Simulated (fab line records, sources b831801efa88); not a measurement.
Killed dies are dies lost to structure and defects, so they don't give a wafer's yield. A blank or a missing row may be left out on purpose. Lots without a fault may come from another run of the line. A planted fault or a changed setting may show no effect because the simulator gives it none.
A struck lot beside a sound one | flow sky130 | 14 steps out of a route of 708
Sound: wafers L715.1, L715.4, L715.6. Struck: wafers L725.3, L725.4, L725.6. The cause comes at the end.
At each step with rows: each side's tool, then ch and its chambers, then its first start. Under that, the readings that differ: sound wafers | struck wafers | difference of the means | sigmas: that difference in standard deviations of wafers without a fault.
alike: readings whose means differ by less than 2 such deviations, and words and numbers that are the same on both sides. not compared: withheld readings, readings that some wafer has no value for, bounds like >300 that may hide the same value, and numbers for which the record gives no deviation and whose values overlap.
The two part at a step that has a row with sigmas, a row that says differs or no value, or rows on one side only. Numbers that don't overlap but have no deviation are shown without sigmas and don't part them. A reading that every wafer of one side lacks parts them only if that side has two wafers or more.

SKY_SONOS_ONO_OVL_MEAS_14:
  sound on overlay-01, day 13 19:30; struck on overlay-02, day 17 05:50
  alike: SONOS_ONO_OVL
SKY_SONOS_ONO_ETCH_15: etches the open film in CHF3/O2, target depth 19.52 nm, time 7.8 s.
  sound on rie_diel-01 ch 0,2,3, day 13 19:32; struck on rie_diel-04 ch 1,2,3, day 17 05:51
  alike: drypump_motor_current_A, oes_product_au, throttle_valve_pct
  not compared: rf_hours_counter_h
then, 1 step without rows for these wafers: SKY_SONOS_ONO_WET_ETCH_16 (etches SiO2 in dHF, target depth 14 nm, time 280 s).
SKY_SONOS_ONO_STRIP_17: strips in O2/N2.
  sound on plasma_asher-03 ch 0,1, day 13 19:38; struck on plasma_asher-03 ch 0,1, day 17 05:59
  alike: drypump_motor_current_A, o2_flow_sccm, oes_product_au, strip_time_to_endpoint_s
  not compared: rf_hours_counter_h
then, 3 steps without rows for these wafers: SKY_SONOS_ONO_WET_ETCH_18 (etches Si3N4 in H3PO4, target depth 15 nm, time 172 s); SKY_GATE_OXIDE_CLEAN_00 (cleans in SC1/SC2, time 150 s); SKY_GATE_OXIDE_OXIDATION_01 (stabilise 600 s, purge 300 s, target thk 10.268 nm).
SKY_GATE_OXIDE_THK_MEAS_02:
  sound on film_metro-03, day 13 23:35; struck on film_metro-02, day 17 07:58
  alike: GATE_OXIDE_OXIDATION_00_THK
then, 4 steps without rows for these wafers: SKY_GATE_OXIDE_DEHYDRATE_03 (time 60 s); SKY_GATE_OXIDE_HMDS_04 (prime time 60 s); SKY_GATE_OXIDE_COAT_05 (resist thk 1140 nm); SKY_GATE_OXIDE_SOFTBAKE_06 (time 60 s).
SKY_GATE_OXIDE_EXPOSE_07: exposes mask LVOM, target cd 600 nm.
  sound on iline_stepper-01 ch 0, day 14 12:05; struck on iline_stepper-02, day 17 21:55
  no value came back on the struck wafers for exposure_dose_mJ_cm2, focus_offset_nm (nm); on the sound wafers exposure_dose_mJ_cm2 reads 170.03 170.05 169.82
  alike: mask
then, 1 step without rows for these wafers: SKY_GATE_OXIDE_PEB_08.

WHERE THEY PART
Only at SKY_GATE_OXIDE_EXPOSE_07, within this record.

WHY: what the simulator had put in
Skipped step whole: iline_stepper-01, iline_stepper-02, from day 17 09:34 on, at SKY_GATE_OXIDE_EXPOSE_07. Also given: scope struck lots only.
